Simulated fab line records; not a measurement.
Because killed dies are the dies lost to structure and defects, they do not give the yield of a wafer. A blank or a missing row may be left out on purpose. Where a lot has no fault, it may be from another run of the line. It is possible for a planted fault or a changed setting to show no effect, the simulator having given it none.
Chamber matching ; flow gf180mcu ; GF_M5_ETCH_09 on rie_diel-03 has 4 sister chambers
The step etches Si3N4 in CF4/O2, target depth 52 nm, time 11.6 s. 16 wafers are shown with their chamber, then 7 later ones without.

WAFERS, EACH WITH ITS CHAMBER
wafer;chamber;drypump_motor_current_A (A);throttle_valve_pct (%);oes_product_au (a.u.)
L749.1;1;4.9;5.973;1.001
L749.2;0;5.8;5.969;0.996
L749.4;0;5.9;5.963;1.002
L752.5;2;5.7;5.982;0.994
L752.6;3;5.9;5.969;1.001
L754.1;0;5.9;5.958;1.004
L754.3;1;4.9;5.964;0.999
L754.6;0;5.9;5.967;0.993
L755.1;0;5.9;5.967;1.000
L755.2;3;5.9;5.971;0.993
L755.5;3;5.9;5.984;1.000
L757.1;1;4.9;5.983;1.010
L757.3;3;5.9;5.963;1.009
L757.6;3;5.9;5.975;1.002
L758.2;2;5.8;5.979;1.014
L758.4;1;4.9;5.973;1.007

SIGNATURES (averages over the wafers above)
reading;chamber 0;chamber 1;chamber 2;chamber 3;scatter within a chamber
drypump_motor_current_A;5.880;4.900;5.750;5.900;0.0329
throttle_valve_pct;5.96480;5.97325;5.98050;5.97240;0.00649
oes_product_au;0.99900;1.00425;1.00400;1.00100;0.00638
Rule: a wafer's distance from a chamber is the root of the sum, over the readings, of the square of ((its reading less the chamber's mean) divided by the reading's scatter). If the next closest chamber is less than 2 further off than the closest, the wafer can't be placed; otherwise it belongs to the closest. The scatter: the root of (the sum of the squares of (reading less its chamber's mean) over the shown wafers, divided by (wafers less chambers)).

WAFERS MISSING THEIR CHAMBER
wafer;drypump_motor_current_A (A);throttle_valve_pct (%);oes_product_au (a.u.)
L758.5;5.9;5.953;0.999
L769.1;5.9;5.979;1.012
L769.3;5.8;5.976;1.011
L769.5;5.0;5.978;1.003
L771.3;5.9;5.967;1.012
L771.4;5.0;5.985;1.013
L771.5;5.9;5.963;1.003

CHAMBER TAKEN BY EACH
wafer;from the rows above;in truth
L758.5;can't be placed: 0 or 3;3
L769.1;can't be placed: 3 or 0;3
L769.3;can't be placed: 2 or 3 or 0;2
L769.5;1;1
L771.3;can't be placed: 3 or 0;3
L771.4;1;1
L771.5;can't be placed: 0 or 3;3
Placed correctly: 2 of 7. These rows do not allow placing 5 (true chamber among the candidates in 5). Wrongly placed: 0.
